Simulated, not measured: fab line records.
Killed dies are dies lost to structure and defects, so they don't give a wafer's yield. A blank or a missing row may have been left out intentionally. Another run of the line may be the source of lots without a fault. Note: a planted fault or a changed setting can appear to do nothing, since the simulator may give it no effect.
fab line records | flow sky130
record lots=7 | wafers=21 | lastDay=50
route steps=708 shown METAL1@454 VIA1@458 PAD_OPEN@708
lots untouched by any fault: they come from a run of this same line in which no faults occurred
startH: hours from the record's first day to the start of the lot's first wafer shown | waitH: time in hours since the lot's previous step | " as in the row above | L1.1+2: a single row standing in for several wafers | - no value, or no start was given | * or withheld: withheld | < > ~ a bound
route shown NAME@n: NAME is a module with steps in the file, n the number in the route of the first one | usual: mean/standard deviation taken from wafers without a fault | same: alike in all rows | chamber/n: place in a boat | sites: readings site by site | _std_site: how widely they spread, as a standard deviation | _edge_site: the outer-site mean with the inner-site mean subtracted | radiusMm: for every site, how far away it sits from the centre of the wafer | mask NAME#n: copy n | behind: the most recent tool/chamber to have shaped the wafer | hold: why the lot went on hold/how many hours it stayed there/how the hold came to an end | device: the transistor (n, p or np) that didn't switch | end of line: the route-end tests of the same wafers | a step without rows: its recipe alone | killed: count of dies lost to structure and defects at first sort (not the wafer's yield) | map: the dies of a wafer, with x for killed, . for not killed, _ for no die there
set.NAME: the setting as run; set.NAME@STEP: as run at that earlier step | model.NAME: the simulator's own value behind a step, which no gauge read
lots seen at some steps along the route; tables by step, rows by wafer
services: from which hour (startH, from the record's first day; less than 0 if before it) a tool's chamber was out of use, for how many hours, and why
## steps
# step SKY_METAL1_STRIP_20
# recipe chemistry=O2/N2 | powerW=1400 | pressureMtorr=1500 | platenTempC=withheld | o2FlowSccm=3000 | n2FlowSccm=300 | overashFraction=0.5
# usual drypumpMotorCurrentA=5.6/0.43 | o2FlowSccm=3001/8.2 | oesProductAu=0.344/0.0048 | stripTimeToEndpointS=2.72/0.041
lot.wafer | tool           | chamber | startH | waitH | drypumpMotorCurrentA | o2FlowSccm | oesProductAu | rfHoursCounterH | stripTimeToEndpointS
L466.2    | plasmaAsher-03 | 1       | 796.74 | 0.1   | 5.5                  | 2987       | 0.348        | 69              | 2.81
L466.3    | "              | 1       | "      | "     | 5.5                  | 2984       | 0.348        | -               | 2.75
L466.5    | "              | 1       | "      | "     | 5.5                  | 2996       | 0.349        | -               | 2.79
L475.1    | plasmaAsher-04 | 0       | 911.35 | 0.1   | 5.4                  | 2989       | 0.352        | 44              | 2.77
L475.2    | "              | 1       | "      | "     | 5.6                  | 3005       | 0.339        | 44              | 2.65
L475.5    | "              | 0       | "      | "     | 5.4                  | 2985       | 0.350        | -               | 2.73
L476.1    | plasmaAsher-03 | 1       | 913.13 | 0.1   | 5.4                  | 3004       | 0.335        | 80              | 2.73
L476.5    | "              | 1       | "      | "     | 5.5                  | 3008       | 0.342        | -               | 2.73
L476.6    | "              | 0       | "      | "     | 5.2                  | 3001       | 0.342        | -               | 2.76
L481.2    | plasmaAsher-04 | 0       | 913.78 | 0.1   | 5.4                  | 2993       | 0.336        | 44              | 2.71
L481.4    | "              | 1       | "      | "     | 5.6                  | 3005       | 0.342        | -               | 2.66
L481.5    | "              | 1       | "      | "     | 5.7                  | 3009       | 0.342        | -               | 2.68
L480.3    | plasmaAsher-03 | 1       | 914.08 | 0.1   | 5.5                  | 3000       | 0.338        | -               | 2.68
L480.5    | "              | 0       | "      | "     | 5.2                  | 3004       | 0.352        | -               | 2.71
L480.6    | "              | 1       | "      | "     | 5.5                  | 2999       | 0.344        | -               | 2.74
L479.1    | plasmaAsher-04 | 1       | 914.48 | 0.1   | 5.7                  | 2998       | 0.348        | 44              | 2.75
L479.3    | "              | 1       | "      | "     | 5.7                  | 2989       | 0.345        | -               | 2.68
L479.4    | "              | 0       | "      | "     | 5.4                  | 2999       | 0.350        | -               | 2.77
L482.1    | plasmaAsher-01 | 0       | 916.04 | 0.1   | 6.6                  | 3001       | 0.340        | 113             | 2.76
L482.5    | "              | 1       | "      | "     | 5.3                  | 2992       | 0.345        | -               | 2.76
L482.6    | "              | 0       | "      | "     | 6.6                  | 3007       | 0.336        | -               | 2.74
# step SKY_METAL1_STRIP_21
# recipe chemistry=postEtchResidueRemover | timeS=1200 | tempC=72.5
# step SKY_METAL1_CLEAN_22
# recipe chemistry=IPA | timeS=180 | tempC=25
# step SKY_METAL1_CLEAN_23
# recipe chemistry=O3/DIW | dry=n2Spin
# step SKY_VIA1_HDPCVD_00
# recipe material=SiO2 | targetThkNm=1030 | sigmaOpenFrac=0.3 | timeS=171.7 | tempC=400 | sih4FlowSccm=60 | pressureMtorr=6
# step SKY_VIA1_THK_MEAS_01
# recipe reads=SiO2_of_VIA1_HDPCVD_00
# usual VIA1_HDPCVD_THK=1033/8.3
lot.wafer | tool         | chamber | startH | waitH | VIA1_HDPCVD_THK[nm]
L466.2    | filmMetro-03 | -       | 797.48 | 0.1   | 1040
L466.3    | "            | -       | "      | "     | 1027
L466.5    | "            | -       | "      | "     | 1022
L475.1    | filmMetro-02 | -       | 912.05 | 0.1   | 1041
L475.2    | "            | -       | "      | "     | 1034
L475.5    | "            | -       | "      | "     | 1041
L476.1    | filmMetro-01 | -       | 913.84 | 0.1   | 1037
L476.5    | "            | -       | "      | "     | 1048
L476.6    | "            | -       | "      | "     | 1024
L481.2    | filmMetro-03 | -       | 914.50 | 0.1   | 1044
L481.4    | "            | -       | "      | "     | 1032
L481.5    | "            | -       | "      | "     | 1042
L480.3    | filmMetro-01 | -       | 914.87 | 0.1   | 1047
L480.5    | "            | -       | "      | "     | 1033
L480.6    | "            | -       | "      | "     | 1050
L479.1    | filmMetro-02 | -       | 915.29 | 0.1   | 1039
L479.3    | "            | -       | "      | "     | 1028
L479.4    | "            | -       | "      | "     | 1029
L482.1    | filmMetro-01 | -       | 916.81 | 0.1   | 1030
L482.5    | "            | -       | "      | "     | 1033
L482.6    | "            | -       | "      | "     | 1033
# step SKY_VIA1_CMP_02
# recipe material=SiO2 | downForcePsi=4 | platenRpm=60 | padVelocityMS=0.94248
# usual motorCurrentA=12.5/1.3
lot.wafer | tool   | chamber | startH | waitH | motorCurrentA
L466.2    | cmp-01 | 2       | 797.63 | 0.1   | 10.5
L466.3    | "      | 3       | "      | "     | 11.8
L466.5    | "      | 0       | "      | "     | 13.7
L475.1    | cmp-02 | 0       | 912.31 | 0.2   | 11.9
L475.2    | "      | 1       | "      | "     | 12.8
L475.5    | "      | 3       | "      | "     | 14.3
L476.1    | cmp-02 | 3       | 914.07 | 0.2   | 13.9
L476.5    | "      | 1       | "      | "     | 12.7
L476.6    | "      | 2       | "      | "     | 11.2
L481.2    | cmp-02 | 2       | 914.60 | 0.1   | 11.4
L481.4    | "      | 0       | "      | "     | 12.8
L481.5    | "      | 1       | "      | "     | 13.2
L480.3    | cmp-02 | 1       | 914.91 | 0.0   | 13.1
L480.6    | "      | 1       | "      | "     | 12.4
L480.5    | "      | 2       | "      | "     | 11.3
L479.1    | cmp-02 | 0       | 915.35 | 0.1   | 11.9
L479.4    | "      | 1       | "      | "     | 13.2
L479.3    | "      | 2       | "      | "     | 11.5
L482.1    | cmp-02 | 2       | 916.87 | 0.1   | 11.5
L482.6    | "      | 2       | "      | "     | 11.8
L482.5    | "      | 3       | "      | "     | 14.7
# step SKY_VIA1_BOW_MEAS_03
# recipe mode=bow
# usual VIA1_BOW=80/7.6
lot.wafer | tool         | chamber | startH | waitH | VIA1_BOW[um]
L466.2    | filmMetro-03 | -       | 797.85 | 0.2   | 77
L466.3    | "            | -       | "      | "     | 87
L466.5    | "            | -       | "      | "     | 78
L475.1    | filmMetro-03 | -       | 912.51 | 0.1   | 89
L475.2    | "            | -       | "      | "     | 84
L475.5    | "            | -       | "      | "     | 87
L476.1    | filmMetro-02 | -       | 914.27 | 0.1   | 81
L476.5    | "            | -       | "      | "     | 82
L476.6    | "            | -       | "      | "     | 91
L481.2    | filmMetro-03 | -       | 914.87 | 0.2   | 86
L481.4    | "            | -       | "      | "     | 83
L481.5    | "            | -       | "      | "     | 83
L480.3    | filmMetro-01 | -       | 915.25 | 0.3   | 80
L480.5    | "            | -       | "      | "     | 72
L480.6    | "            | -       | "      | "     | 70
L479.1    | filmMetro-01 | -       | 915.65 | 0.2   | 73
L479.3    | "            | -       | "      | "     | 79
L479.4    | "            | -       | "      | "     | 68
L482.1    | filmMetro-02 | -       | 917.17 | 0.2   | 75
L482.5    | "            | -       | "      | "     | 77
L482.6    | "            | -       | "      | "     | 82
# step SKY_VIA1_DEHYDRATE_04
# recipe tempC=200 | timeS=60
# step SKY_VIA1_HMDS_05
# recipe primeTimeS=60 | primeTempC=120
# step SKY_VIA1_COAT_06
# recipe resist=BARC | tempC=withheld | timeS=withheld | spinRpm=3000 | resistThkNm=60
# step SKY_VIA1_COAT_07
# recipe resist=KrF-thick | spinRpm=3000 | resistThkNm=450
# step SKY_VIA1_SOFTBAKE_08
# recipe tempC=100 | timeS=90 | resist=KrF-thick
# usual heaterPowerTotalW=57.37/0.11 | plateTempC=100.03/0.11
lot.wafer | tool          | chamber | startH | waitH | heaterPowerTotalW | plateTempC
L466.2    | lithoTrack-02 | 0       | 810    | -     | 57.26             | 100.07
L466.3    | "             | 0       | "      | "     | 57.44             | 100.27
L466.5    | "             | 0       | "      | "     | 57.19             | 100.18
L475.1    | lithoTrack-03 | 0       | 924    | -     | 57.50             | 100.18
L475.2    | "             | 0       | "      | "     | 57.29             | 99.97
L475.5    | "             | 0       | "      | "     | 57.22             | 100.07
L476.1    | lithoTrack-04 | 0       | 926    | -     | 57.42             | 99.95
L476.5    | "             | 0       | "      | "     | 57.45             | 99.91
L476.6    | "             | 0       | "      | "     | 57.24             | 100.01
L481.2    | lithoTrack-03 | 0       | 927    | -     | 56.38             | 98.64
L481.4    | "             | 0       | "      | "     | 56.20             | 98.74
L481.5    | "             | 0       | "      | "     | 56.33             | 98.59
L480.3    | lithoTrack-04 | 0       | 927    | -     | 57.29             | 99.82
L480.5    | "             | 0       | "      | "     | 57.38             | 99.98
L480.6    | "             | 0       | "      | "     | 57.46             | 100.01
L479.1    | lithoTrack-03 | 0       | 928    | -     | 56.12             | 98.65
L479.3    | "             | 0       | "      | "     | 56.37             | 98.51
L479.4    | "             | 0       | "      | "     | 56.36             | 98.59
L482.1    | lithoTrack-03 | 0       | 930    | -     | 56.20             | 98.59
L482.5    | "             | 0       | "      | "     | 56.23             | 98.60
L482.6    | "             | 0       | "      | "     | 56.19             | 98.64
# step SKY_VIA1_EXPOSE_09
# recipe maskId=VIM | na=0.8 | sourceShape=annular | sigmaInner=0.55 | sigmaOuter=0.85 | targetCdNm=150 | doseMj=38
# step SKY_PAD_OPEN_PROBE_99
# usual defectLimitedYield=82.3/2 | killed_at_M0_to_M3=44/7.9 | killed_at_M4_up=3.1/1.9 | killedAtContacts=24/4.6 | killedAtFrontEnd=16/4.9 | killedAtOther=0.3/0.6 | killedDies=87/9.7 | killedOnRim=17/3.7 | killedOpen=48/7.2 | killedShort=39/5.6 | sort_bin_3_pad_short=0.8/0.47 | sort_bin_5_function=10.4/1.5 | sort_bin_6_memory=6.5/1.1 | sortNPass=405/9.7 | sortYieldPct=82.3/2
# same grossDies=492 | killedAtBackSide=0 | sort_bin_4_leakage[%]=0 | sort_bin_8_speed[%]=0
lot.wafer | tool      | chamber | startH  | waitH | defectLimitedYield[%] | killed_at_M0_to_M3 | killed_at_M4_up | killedAtContacts | killedAtFrontEnd | killedAtOther | killedDies | killedOnRim | killedOpen | killedShort | sort_bin_3_pad_short[%] | sort_bin_5_function[%] | sort_bin_6_memory[%] | sortNPass | sortYieldPct[%]
L466.2    | prober-02 | -       | 1097.08 | 0.1   | 81.9                  | 44                 | 3               | 29               | 12               | 1             | 89         | 21          | 52         | 37          | 1.0                     | 10.6                   | 6.5                  | 403       | 81.9
L466.3    | prober-02 | -       | 1097.13 | 0.2   | 82.3                  | 43                 | 5               | 28               | 11               | 0             | 87         | 21          | 44         | 43          | 0.6                     | 10.6                   | 6.5                  | 405       | 82.3
L466.5    | prober-02 | -       | 1097.23 | 0.2   | 86.4                  | 28                 | 2               | 26               | 10               | 1             | 67         | 7           | 35         | 32          | 0.8                     | 7.7                    | 5.1                  | 425       | 86.4
L475.1    | prober-01 | -       | 1184.51 | 0.1   | 83.7                  | 33                 | 0               | 24               | 23               | 0             | 80         | 16          | 42         | 38          | 1.0                     | 10.0                   | 5.3                  | 412       | 83.7
L475.2    | prober-01 | -       | 1184.56 | 0.1   | 77.0                  | 53                 | 2               | 28               | 30               | 0             | 113        | 21          | 62         | 51          | 2.6                     | 11.6                   | 8.7                  | 379       | 77.0
L475.5    | prober-01 | -       | 1184.71 | 0.2   | 82.9                  | 41                 | 5               | 22               | 16               | 0             | 84         | 14          | 49         | 35          | 1.6                     | 11.0                   | 4.5                  | 408       | 82.9
L476.1    | prober-02 | -       | 1187.38 | 0.1   | 83.9                  | 37                 | 1               | 21               | 20               | 0             | 79         | 12          | 34         | 44          | 1.2                     | 8.9                    | 5.9                  | 413       | 83.9
L476.5    | prober-02 | -       | 1187.58 | 0.2   | 82.5                  | 42                 | 4               | 16               | 24               | 0             | 86         | 17          | 50         | 36          | 0.6                     | 10.8                   | 6.1                  | 406       | 82.5
L476.6    | prober-02 | -       | 1187.63 | 0.2   | 80.9                  | 37                 | 2               | 26               | 29               | 0             | 94         | 23          | 48         | 44          | 1.0                     | 12.0                   | 6.1                  | 398       | 80.9
L481.2    | prober-01 | -       | 1187.92 | 0.1   | 81.7                  | 37                 | 2               | 31               | 20               | 0             | 90         | 17          | 53         | 37          | 0.4                     | 12.4                   | 5.5                  | 402       | 81.7
L481.4    | prober-01 | -       | 1188.02 | 0.2   | 83.5                  | 41                 | 4               | 22               | 13               | 1             | 81         | 13          | 48         | 32          | 1.0                     | 9.8                    | 5.7                  | 411       | 83.5
L481.5    | prober-01 | -       | 1188.07 | 0.2   | 81.9                  | 45                 | 3               | 21               | 20               | 0             | 89         | 10          | 41         | 48          | 2.0                     | 9.8                    | 6.3                  | 403       | 81.9
L480.3    | prober-02 | -       | 1189.33 | 0.2   | 81.3                  | 49                 | 3               | 27               | 12               | 1             | 92         | 15          | 55         | 36          | 1.0                     | 11.2                   | 6.5                  | 400       | 81.3
L480.5    | prober-02 | -       | 1189.43 | 0.2   | 81.7                  | 45                 | 4               | 26               | 14               | 1             | 90         | 16          | 42         | 48          | 0.8                     | 9.8                    | 7.7                  | 402       | 81.7
L480.6    | prober-02 | -       | 1189.48 | 0.2   | 82.3                  | 34                 | 2               | 28               | 23               | 0             | 87         | 18          | 41         | 45          | 1.2                     | 10.0                   | 6.5                  | 405       | 82.3
L482.1    | prober-01 | -       | 1189.50 | 0.1   | 83.1                  | 49                 | 1               | 25               | 8                | 0             | 83         | 15          | 44         | 38          | 0.4                     | 11.6                   | 4.9                  | 409       | 83.1
L482.5    | prober-01 | -       | 1189.70 | 0.2   | 86.6                  | 42                 | 3               | 16               | 5                | 0             | 66         | 9           | 39         | 27          | 0                       | 8.7                    | 4.7                  | 426       | 86.6
L482.6    | prober-01 | -       | 1189.75 | 0.2   | 84.3                  | 43                 | 2               | 23               | 9                | 0             | 77         | 21          | 41         | 35          | 1.0                     | 8.5                    | 6.1                  | 415       | 84.3
L479.1    | prober-02 | -       | 1190.73 | 0.1   | 84.1                  | 40                 | 3               | 22               | 13               | 0             | 78         | 10          | 40         | 38          | 0.8                     | 10.6                   | 4.5                  | 414       | 84.1
L479.3    | prober-02 | -       | 1190.83 | 0.2   | 82.5                  | 38                 | 7               | 23               | 18               | 0             | 86         | 16          | 46         | 39          | 1.2                     | 9.1                    | 7.1                  | 406       | 82.5
L479.4    | prober-02 | -       | 1190.88 | 0.2   | 81.7                  | 44                 | 4               | 28               | 13               | 1             | 90         | 18          | 56         | 33          | 0.6                     | 10.8                   | 6.9                  | 402       | 81.7
# killed by level:class
L466.2 VIA1:geometricParticle:open=13 LI_CONTACT:geometricParticle:open=8 VIA2:geometricParticle:open=8 CONTACT:geometricParticle:open=7 METAL1:geometricParticle:short=6 LI_CONTACT:geometricParticle:short=5 FIELD_ISO:geometricParticle:short=4 LOCAL_INTERCONNECT:geometricParticle:short=4
L466.3 VIA1:geometricParticle:open=11 LI_CONTACT:geometricParticle:open=8 CONTACT:geometricParticle:open=8 METAL2:geometricParticle:short=7 METAL1:geometricParticle:short=5 CONTACT:geometricParticle:short=4 LOCAL_INTERCONNECT:geometricParticle:short=4 VIA1:geometricParticle:short=4
L466.5 CONTACT:geometricParticle:open=9 LI_CONTACT:geometricParticle:open=7 VIA2:geometricParticle:open=6 LOCAL_INTERCONNECT:geometricParticle:short=5 VIA1:geometricParticle:short=5 VIA3:geometricParticle:open=4 FIELD_ISO:geometricParticle:short=3 LI_CONTACT:geometricParticle:short=3
L475.1 CONTACT:geometricParticle:open=10 FIELD_ISO:geometricParticle:open=6 VIA3:geometricParticle:open=6 LOCAL_INTERCONNECT:geometricParticle:short=6 VIA1:geometricParticle:open=6 POLY_GATE:geometricParticle:short=5 LI_CONTACT:geometricParticle:open=5 METAL2:geometricParticle:short=5
L475.2 VIA1:geometricParticle:open=13 CONTACT:geometricParticle:open=9 POLY_GATE:geometricParticle:open=8 METAL1:geometricParticle:short=8 FIELD_ISO:geometricParticle:open=7 POLY_GATE:geometricParticle:short=7 LI_CONTACT:geometricParticle:open=7 LOCAL_INTERCONNECT:geometricParticle:short=6
L475.5 VIA1:geometricParticle:open=17 LI_CONTACT:geometricParticle:open=8 CONTACT:geometricParticle:open=7 METAL1:geometricParticle:short=5 FIELD_ISO:geometricParticle:open=4 FIELD_ISO:geometricParticle:short=4 POLY_GATE:geometricParticle:open=4 LOCAL_INTERCONNECT:geometricParticle:short=4
L476.1 CONTACT:geometricParticle:open=11 FIELD_ISO:geometricParticle:short=7 VIA1:geometricParticle:open=7 VIA1:geometricParticle:short=5 METAL2:geometricParticle:short=5 POLY_GATE:geometricParticle:short=4 LOCAL_INTERCONNECT:geometricParticle:short=4 VIA2:geometricParticle:short=4
L476.5 VIA1:geometricParticle:open=10 FIELD_ISO:geometricParticle:open=7 METAL2:geometricParticle:short=7 LI_CONTACT:geometricParticle:open=6 POLY_GATE:geometricParticle:open=4 CONTACT:geometricParticle:open=4 METAL1:geometricParticle:short=4 VIA1:geometricParticle:short=4
L476.6 CONTACT:geometricParticle:open=8 FIELD_ISO:geometricParticle:open=7 LI_CONTACT:geometricParticle:open=7 FIELD_ISO:geometricParticle:short=6 POLY_GATE:geometricParticle:short=6 VIA1:geometricParticle:open=6 VIA3:geometricParticle:open=5 VIA2:geometricParticle:open=5
L481.2 LI_CONTACT:geometricParticle:open=13 VIA1:geometricParticle:open=7 FIELD_ISO:geometricParticle:open=6 CONTACT:geometricParticle:open=6 VIA3:geometricParticle:open=6 FIELD_ISO:geometricParticle:short=5 VIA1:geometricParticle:short=5 VIA2:geometricParticle:open=5
L481.4 VIA1:geometricParticle:open=12 CONTACT:geometricParticle:open=11 VIA2:geometricParticle:open=7 VIA1:geometricParticle:short=7 FIELD_ISO:geometricParticle:open=6 VIA3:geometricParticle:open=5 METAL4:geometricParticle:short=4 LI_CONTACT:geometricParticle:open=4
L481.5 VIA1:geometricParticle:open=12 CONTACT:geometricParticle:open=9 POLY_GATE:geometricParticle:short=6 METAL2:geometricParticle:short=6 VIA1:geometricParticle:short=5 VIA2:geometricParticle:open=5 METAL3:geometricParticle:short=5 FIELD_ISO:geometricParticle:short=4
L480.3 CONTACT:geometricParticle:open=14 VIA1:geometricParticle:open=8 VIA3:geometricParticle:open=7 POLY_GATE:geometricParticle:open=5 LI_CONTACT:geometricParticle:open=5 METAL1:geometricParticle:short=5 VIA1:geometricParticle:short=5 METAL1:geometricParticle:open=4
L480.5 CONTACT:geometricParticle:open=10 METAL2:geometricParticle:short=10 METAL1:geometricParticle:short=8 LI_CONTACT:geometricParticle:open=6 VIA3:geometricParticle:open=6 CONTACT:geometricParticle:short=5 VIA1:geometricParticle:open=5 FIELD_ISO:geometricParticle:open=4
L480.6 CONTACT:geometricParticle:open=10 POLY_GATE:geometricParticle:open=9 FIELD_ISO:geometricParticle:short=8 CONTACT:geometricParticle:short=8 METAL1:geometricParticle:short=6 VIA3:geometricParticle:short=6 LI_CONTACT:geometricParticle:open=5 VIA1:geometricParticle:open=5
L482.1 VIA1:geometricParticle:open=17 VIA1:geometricParticle:short=11 CONTACT:geometricParticle:open=9 VIA2:geometricParticle:open=7 LI_CONTACT:geometricParticle:open=5 CONTACT:geometricParticle:short=5 LI_CONTACT:geometricParticle:short=4 FIELD_ISO:geometricParticle:short=3
L482.5 VIA1:geometricParticle:open=11 VIA2:geometricParticle:open=10 VIA1:geometricParticle:short=5 LI_CONTACT:geometricParticle:short=4 LI_CONTACT:geometricParticle:open=4 METAL1:geometricParticle:short=4 VIA3:geometricParticle:open=4 CONTACT:geometricParticle:open=3
L482.6 VIA1:geometricParticle:open=12 VIA2:geometricParticle:open=10 LOCAL_INTERCONNECT:geometricParticle:short=6 LI_CONTACT:geometricParticle:open=5 CONTACT:geometricParticle:short=5 VIA2:geometricParticle:short=5 LI_CONTACT:geometricParticle:short=4 VIA1:geometricParticle:short=4
L479.1 VIA1:geometricParticle:open=9 POLY_GATE:geometricParticle:short=7 CONTACT:geometricParticle:open=7 LI_CONTACT:geometricParticle:open=6 VIA1:geometricParticle:short=6 VIA2:geometricParticle:open=6 CONTACT:geometricParticle:short=4 METAL1:geometricParticle:short=4
L479.3 VIA1:geometricParticle:open=12 VIA3:geometricParticle:open=7 POLY_GATE:geometricParticle:open=6 LI_CONTACT:geometricParticle:open=6 CONTACT:geometricParticle:short=6 METAL4:geometricParticle:short=4 POLY_GATE:geometricParticle:short=4 LOCAL_INTERCONNECT:geometricParticle:short=4
L479.4 CONTACT:geometricParticle:open=12 LI_CONTACT:geometricParticle:open=10 VIA1:geometricParticle:open=10 METAL1:geometricParticle:short=6 VIA3:geometricParticle:open=5 POLY_GATE:geometricParticle:open=4 METAL2:geometricParticle:short=4 METAL1:geometricParticle:open=4
## services
tool           | chamber | startH | hours | kind
cmp-01         | -       | 780.91 | 1.5   | repair
cmp-02         | -       | 798.91 | 0.6   | repair
cmp-01         | -       | 839.57 | 1.1   | repair
cmp-01         | -       | 840.69 | 5.2   | pm
plasmaAsher-03 | -       | 863.21 | 1.4   | repair
cmp-02         | -       | 899.82 | 3.9   | pm
cmp-02         | -       | 905.68 | 2.5   | repair
cmp-01         | -       | 912.17 | 4.0   | pm
cmp-01         | -       | 916.17 | -     | consumableReplace:conditioner
cmp-01         | -       | 916.17 | -     | consumableReplace:pad
plasmaAsher-01 | -       | 920.30 | 2.3   | repair
cmp-01         | -       | 921.82 | 3.0   | repair
## key
firstSign step=SKY_VIA1_SOFTBAKE_08 | reading=plateTempC | direction=down | sigmas=13 | usual=* | struck=*
effect step=SKY_VIA1_SOFTBAKE_08 | reading=heaterPowerTotalW | direction=down | sigmas=10 | usual=* | struck=*
metAt SKY_VIA1_SOFTBAKE_08
struckWafers L479.1,L479.3,L479.4,L481.2,L481.4,L481.5,L482.1,L482.5,L482.6
onsetBetween 924 927
fault kind=processParameterDrift | tool=lithoTrack-03 | chamber=- | onsetH=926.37 | steps=SKY_VIA1_SOFTBAKE_08 | channel=tempC | offset=* | shape=step | endH=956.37 | actsIn=* | stated=*
